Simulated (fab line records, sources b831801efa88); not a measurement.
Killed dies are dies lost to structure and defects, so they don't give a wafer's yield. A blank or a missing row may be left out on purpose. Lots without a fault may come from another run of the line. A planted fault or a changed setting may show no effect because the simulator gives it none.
Chamber matching | flow sky130 | SKY_VIA2_CMP_02 on cmp-01: 4 sister chambers
The step polishes SiO2. 24 wafers are shown with their chamber, then 12 later ones without.

WAFERS WITH THEIR CHAMBER
wafer  | chamber | motor_current_A (A) | edge_zone_pressure_frac
L074.1 | 2       | 9.1                 | 1.013
L074.3 | 1       | 11.2                | 1.001
L074.6 | 1       | 11.9                | 1.000
L075.1 | 3       | 13.4                | 1.002
L075.4 | 2       | 9.7                 | 0.995
L075.5 | 3       | 12.2                | 0.997
L077.4 | 2       | 9.9                 | 0.989
L077.5 | 0       | 12.7                | 1.003
L077.6 | 3       | 12.3                | 1.009
L079.1 | 2       | 9.0                 | 0.997
L079.3 | 0       | 12.3                | 0.993
L079.5 | 1       | 11.6                | 1.003
L085.1 | 2       | 8.9                 | 0.991
L085.2 | 3       | 13.5                | 0.993
L085.3 | 1       | 11.1                | 1.009
L086.2 | 3       | 12.6                | 1.012
L086.3 | 2       | 9.2                 | 0.993
L086.4 | 0       | 12.2                | 0.992
L088.4 | 0       | 12.4                | 0.995
L088.5 | 0       | 11.9                | 0.999
L088.6 | 1       | 11.2                | 0.997
L089.1 | 0       | 12.0                | 1.003
L089.2 | 2       | 9.0                 | 0.996
L089.4 | 1       | 11.3                | 0.995

SIGNATURES (means of the wafers above)
reading                 | chamber 0 | chamber 1 | chamber 2 | chamber 3 | scatter within a chamber
motor_current_A         | 12.250    | 11.383    | 9.257     | 12.800    | 0.405
edge_zone_pressure_frac | 0.99750   | 1.00083   | 0.99629   | 1.00260   | 0.00658
Rule: a wafer's distance from a chamber is the root of the sum, over the readings, of the square of ((its reading less the chamber's mean) divided by the reading's scatter). The wafer belongs to the nearest chamber; if the next one is less than 2 further off, it can't be placed. The scatter: the root of (the sum of the squares of (reading less its chamber's mean) over the shown wafers, divided by (wafers less chambers)).

WAFERS WITHOUT THEIR CHAMBER
wafer  | motor_current_A (A) | edge_zone_pressure_frac
L091.2 | 12.6                | 0.998
L091.5 | 11.9                | 0.997
L091.6 | 9.1                 | 0.994
L092.2 | 9.0                 | 0.987
L092.3 | 12.5                | 1.000
L092.4 | 11.1                | 1.003
L094.1 | 11.7                | 0.997
L094.4 | 9.0                 | 0.986
L094.5 | 12.3                | 0.998
L095.2 | 12.5                | 0.999
L095.3 | 8.9                 | 1.001
L095.6 | 12.2                | 0.999

WHICH CHAMBER EACH WENT THROUGH
wafer  | from the rows above          | in truth
L091.2 | can't be placed: 3 or 0      | 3
L091.5 | can't be placed: 0 or 1 or 3 | 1
L091.6 | 2                            | 2
L092.2 | 2                            | 2
L092.3 | can't be placed: 0 or 3      | 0
L092.4 | 1                            | 1
L094.1 | can't be placed: 1 or 0 or 3 | 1
L094.4 | 2                            | 2
L094.5 | can't be placed: 0 or 3      | 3
L095.2 | can't be placed: 0 or 3      | 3
L095.3 | 2                            | 2
L095.6 | can't be placed: 0 or 3 or 1 | 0
Placed correctly: 5 of 12. Can't be placed from these rows: 7 (the true chamber is among the candidates in 7). Placed wrongly: 0.
